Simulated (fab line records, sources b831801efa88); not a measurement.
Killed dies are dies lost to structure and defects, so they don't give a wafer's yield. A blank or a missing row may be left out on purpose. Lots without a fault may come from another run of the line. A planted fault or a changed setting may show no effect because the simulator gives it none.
Chamber matching | flow sky130 | SKY_VIA4_ETCH_12 on rie_diel-01: 4 sister chambers
The step etches SiO2 in C4F8/O2/Ar, stops on TiN, target depth 580 nm. 14 wafers are shown with their chamber, then 7 later ones without.

WAFERS WITH THEIR CHAMBER
wafer  | chamber | oes_product_au (a.u.) | bias_w (W) | chamber_pressure_mTorr (mTorr)
L321.1 | 1       | 0.925                 | 1196       | 39.91
L321.2 | 3       | 0.931                 | 1201       | 40.03
L321.4 | 2       | 0.924                 | 1201       | 39.97
L333.3 | 0       | 0.930                 | 1199       | 40.00
L333.4 | 1       | 0.917                 | 1204       | 39.97
L333.6 | 3       | 0.930                 | 1203       | 39.97
L334.1 | 1       | 0.924                 | 1199       | 40.02
L334.4 | 0       | 0.936                 | 1196       | 40.01
L334.6 | 2       | 0.923                 | 1206       | 40.02
L338.1 | 1       | 0.918                 | 1197       | 40.01
L338.4 | 2       | 0.927                 | 1201       | 40.01
L338.5 | 3       | 0.928                 | 1199       | 39.99
L339.2 | 3       | 0.922                 | 1202       | 40.00
L339.5 | 2       | 0.921                 | 1197       | 40.01

SIGNATURES (means of the wafers above)
reading                | chamber 0 | chamber 1 | chamber 2 | chamber 3 | scatter within a chamber
oes_product_au         | 0.93300   | 0.92100   | 0.92375   | 0.92775   | 0.00368
bias_w                 | 1197.50   | 1199.00   | 1201.25   | 1201.25   | 3.03
chamber_pressure_mTorr | 40.0050   | 39.9775   | 40.0025   | 39.9975   | 0.033
Rule: a wafer's distance from a chamber is the root of the sum, over the readings, of the square of ((its reading less the chamber's mean) divided by the reading's scatter). The wafer belongs to the nearest chamber; if the next one is less than 2 further off, it can't be placed. The scatter: the root of (the sum of the squares of (reading less its chamber's mean) over the shown wafers, divided by (wafers less chambers)).

WAFERS WITHOUT THEIR CHAMBER
wafer  | oes_product_au (a.u.) | bias_w (W) | chamber_pressure_mTorr (mTorr)
L339.6 | 0.927                 | 1194       | 39.98
L341.1 | 0.925                 | 1205       | 40.00
L341.4 | 0.934                 | 1202       | 39.95
L341.6 | 0.921                 | 1199       | 40.03
L342.2 | 0.930                 | 1202       | 40.05
L342.5 | 0.924                 | 1202       | 40.02
L342.6 | 0.921                 | 1204       | 40.03

WHICH CHAMBER EACH WENT THROUGH
wafer  | from the rows above               | in truth
L339.6 | can't be placed: 0 or 1 or 3 or 2 | 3
L341.1 | can't be placed: 2 or 3 or 1      | 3
L341.4 | can't be placed: 3 or 0 or 2 or 1 | 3
L341.6 | can't be placed: 2 or 1 or 3      | 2
L342.2 | can't be placed: 3 or 0 or 2 or 1 | 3
L342.5 | can't be placed: 2 or 3 or 1      | 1
L342.6 | can't be placed: 2 or 3 or 1      | 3
Placed correctly: 0 of 7. Can't be placed from these rows: 7 (the true chamber is among the candidates in 7). Placed wrongly: 0.
